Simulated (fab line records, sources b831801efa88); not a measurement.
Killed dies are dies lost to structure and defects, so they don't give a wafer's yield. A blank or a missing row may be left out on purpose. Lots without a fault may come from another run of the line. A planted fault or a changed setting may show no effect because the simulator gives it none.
A struck lot beside a sound one | flow sky130 | 17 steps out of a route of 708
Sound: wafers L571.1, L571.4, L571.6. Struck: wafers L577.2, L577.4, L577.5. The cause comes at the end.
At each step with rows: each side's tool, then ch and its chambers, then its first start. Under that, the readings that differ: sound wafers | struck wafers | difference of the means | sigmas: that difference in standard deviations of wafers without a fault.
alike: readings whose means differ by less than 2 such deviations, and words and numbers that are the same on both sides. not compared: withheld readings, readings that some wafer has no value for, bounds like >300 that may hide the same value, and numbers for which the record gives no deviation and whose values overlap.
The two part at a step that has a row with sigmas, a row that says differs or no value, or rows on one side only. Numbers that don't overlap but have no deviation are shown without sigmas and don't part them. A reading that every wafer of one side lacks parts them only if that side has two wafers or more.

first, 3 steps without rows for these wafers: SKY_VIA1_EXPOSE_09 (exposes mask VIM, target cd 150 nm); SKY_VIA1_PEB_10; SKY_VIA1_DEVELOP_11 (develop time 60 s).
SKY_VIA1_CD_MEAS_12: target cd 150 nm.
  sound on cd_sem-02, day 36 05:05; struck on cd_sem-02, day 37 21:07
  alike: cd_nm
SKY_VIA1_OVL_MEAS_13:
  sound on overlay-01, day 36 05:12; struck on overlay-01, day 37 21:13
  alike: VIA1_OVL
SKY_VIA1_ETCH_14: etches BARC in N2/H2, stops on SiO2, time 45.9 s, target depth 60 nm.
  sound on rie_diel-04 ch 0,3, day 36 05:14; struck on rie_diel-03 ch 2,3, day 37 21:15
  alike: drypump_motor_current_A, oes_product_au, throttle_valve_pct
  not compared: rf_hours_counter_h
SKY_VIA1_ETCH_15: etches SiO2 in C4F8/O2/Ar, stops on TiN, target depth 351 nm, time 54 s.
  sound on rie_diel-04 ch 0,3, day 36 05:17; struck on rie_diel-03 ch 2,3, day 37 21:17
  alike: oes_product_au
  not compared: rf_hours_counter_h
SKY_VIA1_STRIP_16: strips in O2/N2.
  sound on plasma_asher-03 ch 0,1, day 36 05:20; struck on plasma_asher-02 ch 1, day 37 21:20
  alike: drypump_motor_current_A, oes_product_au, strip_time_to_endpoint_s
  not compared: rf_hours_counter_h
then, 3 steps without rows for these wafers: SKY_VIA1_STRIP_17 (strips in post etch residue remover, time 1200 s); SKY_VIA1_CLEAN_18 (cleans in IPA, time 180 s); SKY_VIA1_CLEAN_19 (cleans in O3/DIW).
SKY_VIA1_SPUTTER_20: material TiN, target thk 20 nm, time 80 s.
  sound on pvd_sputter-04, day 36 05:58; struck on pvd_sputter-02, day 37 21:56
  alike: cathode_dc_power_W, throttle_valve_pct
SKY_VIA1_CVD_21: deposits W, target thk 270 nm, time 80.902 s.
  sound on cvd_w-01 ch 1, day 36 06:02; struck on cvd_w-02 ch 0,1, day 37 21:59
  reading                            | sound             | struck            | difference | sigmas
  model.W_of_VIA1_CVD_21.thk_nm (nm) | 267.9 268.5 268.1 | 244.3 238.7 240.7 | -26.9      |
  alike: heater_power_w
SKY_VIA1_RS_MEAS_22: measures by four-point-probe.
  sound on film_metro-01, day 36 06:07; struck on film_metro-01, day 37 22:06
  reading            | sound             | struck            | difference | sigmas
  VIA1_W_RS (ohm/sq) | 0.430 0.430 0.430 | 0.473 0.484 0.481 | +0.049     | +7
SKY_VIA1_THK_MEAS_23: measures by xrf.
  sound on film_metro-01, day 36 06:14; struck on film_metro-01, day 37 22:13
  reading         | sound       | struck      | difference | sigmas
  VIA1_W_THK (nm) | 266 267 267 | 244 237 238 | -27        | -5
SKY_VIA1_CMP_24: polishes, stops on SiO2, t overpolish 15 s, target thk 0 nm.
  sound on cmp-02 ch 0,1,3, day 36 06:24; struck on cmp-01 ch 0,1, day 37 23:31
  alike: motor_current_A, time_to_endpoint_s
-- the record jumps here: 11 days lie between the struck wafers' starts before and after (it left off in module VIA1 and takes up again in module PAD_OPEN, whose first step shown is number 708 of the route) --
SKY_PAD_OPEN_PROBE_99:
  sound on prober-01, day 47 10:12; struck on prober-02, day 48 16:23
  alike: defect_limited_yield, killed_at_M0_to_M3, killed_at_M4_up, killed_at_contacts, killed_at_front_end, killed_at_other, killed_dies, killed_open, killed_short, sort_bin_3_pad_short, sort_bin_5_function, sort_bin_6_memory, sort_n_pass, sort_yield_pct

WHERE THEY PART
First at SKY_VIA1_RS_MEAS_22; last, within this record, at SKY_VIA1_THK_MEAS_23. Later steps at which nothing parts them and some readings are alike: SKY_VIA1_CMP_24, SKY_PAD_OPEN_PROBE_99.

WHY: what the simulator had put in
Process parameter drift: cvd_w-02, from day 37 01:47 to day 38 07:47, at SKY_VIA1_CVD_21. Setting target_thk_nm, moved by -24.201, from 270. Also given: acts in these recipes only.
